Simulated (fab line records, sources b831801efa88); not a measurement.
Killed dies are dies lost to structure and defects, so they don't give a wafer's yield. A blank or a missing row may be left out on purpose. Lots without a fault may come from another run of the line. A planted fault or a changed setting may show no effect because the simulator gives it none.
Which tool did it? | flow sky130 | 24 lots, 72 wafers sampled, at 4 steps of a route of 708

WHAT THE GAUGES READ, wafer by wafer
SKY_VIA3_THK_MEAS_23: measures by xrf. Usual: VIA3_W_THK 397 nm, standard deviation 5.9.
lot  | measured     | on            | VIA3_W_THK (nm) | flag
L074 | day 39 05:28 | film_metro-04 | 391 392 391     |
L075 | day 39 13:23 | film_metro-04 | 394 393 394     |
L076 | day 39 22:48 | film_metro-04 | 392 386 388     |
L077 | day 40 05:48 | film_metro-04 | 403 393 391     |
L078 | day 41 04:00 | film_metro-01 | 388 388 387     |
L079 | day 41 13:03 | film_metro-02 | 397 393 391     |
L080 | day 41 17:28 | film_metro-02 | 406 407 406     |
L081 | day 41 17:43 | film_metro-02 | 416 400 407     |
L082 | day 41 21:27 | film_metro-04 | 401 407 405     |
L083 | day 42 06:34 | film_metro-01 | 390 391 391     |
L084 | day 42 13:25 | film_metro-04 | 405 408 410     |
L085 | day 43 01:03 | film_metro-02 | 397 396 396     |
L086 | day 43 03:22 | film_metro-01 | 400 396 400     |
L087 | day 43 04:45 | film_metro-02 | 395 404 396     |
L088 | day 43 13:41 | film_metro-04 | 397 395 394     |
L089 | day 43 20:05 | film_metro-02 | 399 386 392     |
L090 | day 43 23:32 | film_metro-02 | 398 391 394     |
L091 | day 44 09:52 | film_metro-04 | 399 392 394     |
L092 | day 44 10:52 | film_metro-01 | 388 388 404     |
L094 | day 44 23:17 | film_metro-04 | 388 397 403     |
L093 | day 45 06:56 | film_metro-02 | 406 400 401     |
L095 | day 45 20:28 | film_metro-01 | 403 402 402     |
L097 | day 46 00:18 | film_metro-01 | 401 403 393     |
L096 | day 46 00:40 | film_metro-02 | 398 407 398     |

SKY_CAP2M_THK_MEAS_01. Usual: CAP2M_CVD_00_THK 15.56 nm, standard deviation 0.25.
lot  | measured     | on            | CAP2M_CVD_00_THK (nm) | flag
L074 | day 39 06:00 | film_metro-02 | 15.34 15.84 15.63     |
L075 | day 39 14:01 | film_metro-03 | 15.25 15.37 15.74     |
L076 | day 39 23:20 | film_metro-03 | 15.27 15.48 15.47     |
L077 | day 40 06:20 | film_metro-02 | 15.26 15.30 15.45     |
L078 | day 41 04:32 | film_metro-03 | 15.50 15.77 15.80     |
L079 | day 41 13:36 | film_metro-03 | 15.04 15.14 14.93     |
L080 | day 41 18:00 | film_metro-02 | 15.26 15.27 15.71     |
L081 | day 41 18:19 | film_metro-02 | 15.31 15.47 15.50     |
L082 | day 41 21:59 | film_metro-02 | 15.46 15.67 15.77     |
L083 | day 42 07:06 | film_metro-02 | 15.33 15.31 15.49     |
L084 | day 42 13:58 | film_metro-03 | 15.59 15.83 15.96     |
L085 | day 43 01:35 | film_metro-03 | 15.74 15.63 16.00     |
L086 | day 43 04:00 | film_metro-02 | 15.38 15.58 15.81     |
L087 | day 43 05:17 | film_metro-04 | 15.40 15.86 15.86     |
L088 | day 43 14:14 | film_metro-02 | 15.84 16.09 16.21     |
L089 | day 43 20:46 | film_metro-03 | 15.24 15.42 15.26     |
L090 | day 44 00:04 | film_metro-04 | 15.86 15.80 15.86     |
L091 | day 44 10:24 | film_metro-03 | 15.39 15.41 15.59     |
L092 | day 44 11:24 | film_metro-02 | 15.53 15.72 15.37     |
L094 | day 44 23:49 | film_metro-04 | 15.40 15.50 15.60     |
L093 | day 45 07:43 | film_metro-04 | 15.38 15.34 15.42     |
L095 | day 45 21:01 | film_metro-02 | 15.39 15.56 15.62     |
L097 | day 46 00:52 | film_metro-04 | 15.53 15.86 15.78     |
L096 | day 46 01:12 | film_metro-04 | 15.46 15.67 15.57     |

SKY_VIA4_BOW_MEAS_03. Usual: VIA4_BOW 81 um, standard deviation 7.9.
lot  | measured     | on            | VIA4_BOW (um) | flag
L074 | day 41 09:49 | film_metro-03 | 81 78 75      |
L075 | day 41 16:45 | film_metro-04 | 70 82 83      |
L076 | day 42 02:03 | film_metro-04 | 98 91 94      |
L077 | day 42 08:31 | film_metro-04 | 74 76 88      |
L078 | day 43 04:57 | film_metro-01 | 72 75 82      |
L079 | day 43 14:02 | film_metro-03 | 88 89 89      |
L080 | day 43 17:45 | film_metro-03 | 90 89 92      |
L081 | day 43 19:19 | film_metro-01 | 80 81 71      |
L082 | day 43 22:44 | film_metro-01 | 73 58 72      |
L083 | day 44 06:13 | film_metro-01 | 88 89 87      |
L084 | day 44 14:24 | film_metro-04 | 73 82 79      |
L085 | day 45 00:51 | film_metro-04 | 81 87 91      |
L086 | day 45 02:59 | film_metro-01 | 85 88 83      |
L087 | day 45 03:57 | film_metro-04 | 72 74 80      |
L088 | day 45 12:05 | film_metro-04 | 78 78 63      |
L089 | day 45 18:09 | film_metro-04 | 83 85 66      |
L090 | day 45 20:46 | film_metro-01 | 96 85 94      |
L091 | day 46 07:04 | film_metro-01 | 72 76 77      |
L092 | day 46 07:24 | film_metro-01 | 83 79 74      |
L094 | day 46 20:34 | film_metro-03 | 86 91 86      |
L093 | day 47 02:14 | film_metro-01 | 83 66 91      |
L095 | day 47 15:41 | film_metro-03 | 81 83 84      |
L097 | day 47 19:47 | film_metro-03 | 74 80 78      |
L096 | day 47 20:18 | film_metro-04 | 83 86 66      |

WHICH TOOL RAN EACH LOT (tool, then ch and the chambers of the sampled wafers, then the start)
lot  | SKY_METAL3_STRIP_19
L074 | plasma_asher-01 ch 0,1, day 38 01:54
L075 | plasma_asher-01 ch 0,1, day 38 09:57
L076 | plasma_asher-01 ch 0,1, day 38 19:32
L077 | plasma_asher-03 ch 0,1, day 39 02:06
L078 | plasma_asher-04 ch 0,1, day 40 01:39
L079 | plasma_asher-01 ch 0,1, day 40 11:02
L080 | plasma_asher-04 ch 0,1, day 40 15:17
L081 | plasma_asher-03 ch 0,1, day 40 15:38
L082 | plasma_asher-04 ch 0,1, day 40 19:53
L083 | plasma_asher-04 ch 0,1, day 41 05:12
L084 | plasma_asher-04 ch 0,1, day 41 12:08
L085 | plasma_asher-03 ch 0,1, day 41 23:36
L086 | plasma_asher-01 ch 0,1, day 42 01:47
L087 | plasma_asher-01 ch 1, day 42 03:41
L088 | plasma_asher-01 ch 0,1, day 42 11:48
L089 | plasma_asher-01 ch 0, day 42 19:23
L090 | plasma_asher-04 ch 0,1, day 42 22:37
L091 | plasma_asher-04 ch 0,1, day 43 08:36
L092 | plasma_asher-04 ch 0,1, day 43 09:47
L094 | plasma_asher-01 ch 0,1, day 43 23:24
L093 | plasma_asher-03 ch 0,1, day 44 07:17
L095 | plasma_asher-04 ch 0,1, day 44 20:49
L097 | plasma_asher-04 ch 1, day 45 00:56
L096 | plasma_asher-04 ch 0,1, day 45 01:34
- SKY_METAL3_STRIP_19: strips in O2/N2.

WHAT THE TOOLS THEMSELVES READ (means of the sampled wafers that have a number; where no wafer has one, the mark that the record gives instead)
SKY_METAL3_STRIP_19. Usual: drypump_motor_current_A 5.3 A, standard deviation 0.42; oes_product_au 0.506 a.u., standard deviation 0.0058; strip_time_to_endpoint_s 6.61 s, standard deviation 0.077.
lot  | tool            | drypump_motor_current_A (A) | oes_product_au (a.u.) | strip_time_to_endpoint_s (s) | flag
L074 | plasma_asher-01 | 5.5                         | 0.511                 | 6.72                         |
L075 | plasma_asher-01 | 5.5                         | 0.500                 | 6.61                         |
L076 | plasma_asher-01 | 5.2                         | 0.503                 | 6.56                         |
L077 | plasma_asher-03 | 5.4                         | 0.507                 | 6.64                         |
L078 | plasma_asher-04 | 5.1                         | 0.501                 | 6.57                         |
L079 | plasma_asher-01 | 5.4                         | 0.504                 | 6.62                         |
L080 | plasma_asher-04 | 5.4                         | 0.505                 | 6.52                         |
L081 | plasma_asher-03 | 5.4                         | 0.506                 | 6.61                         |
L082 | plasma_asher-04 | 5.4                         | 0.506                 | 6.61                         |
L083 | plasma_asher-04 | 5.1                         | 0.503                 | 6.60                         |
L084 | plasma_asher-04 | 5.1                         | 0.507                 | 6.58                         |
L085 | plasma_asher-03 | 5.4                         | 0.500                 | 6.49                         |
L086 | plasma_asher-01 | 5.2                         | 0.504                 | 6.51                         |
L087 | plasma_asher-01 | 5.0                         | 0.510                 | 6.69                         |
L088 | plasma_asher-01 | 5.2                         | 0.508                 | 6.58                         |
L089 | plasma_asher-01 | 5.7                         | 0.513                 | 6.69                         |
L090 | plasma_asher-04 | 5.4                         | 0.504                 | 6.58                         |
L091 | plasma_asher-04 | 5.1                         | 0.505                 | 6.60                         |
L092 | plasma_asher-04 | 5.1                         | 0.504                 | 6.62                         |
L094 | plasma_asher-01 | 5.2                         | 0.511                 | 6.65                         |
L093 | plasma_asher-03 | 5.4                         | 0.506                 | 6.68                         |
L095 | plasma_asher-04 | 5.1                         | 0.502                 | 6.67                         |
L097 | plasma_asher-04 | 5.8                         | 0.499                 | 6.51                         |
L096 | plasma_asher-04 | 5.1                         | 0.505                 | 6.57                         |

THE ANSWER, worked out from the rows above alone
Rule: a lot is off if the mean of its wafers that have a number lies more than 3 standard deviations from the usual mean. A lot without any number at a reading at which 4 lots or more have one is off too. The other lots that the step has rows for count as sound. The gauges are gone through in route order, then the tools' own readings, and for those a lot's mean is taken as printed above. The first step at which some lot is off is used, and at that step the reading that is off furthest; a lot without a number counts as furthest.
No lot is off at any reading shown: from this, nothing can be told.

WHAT THE SIMULATOR HAD PUT IN
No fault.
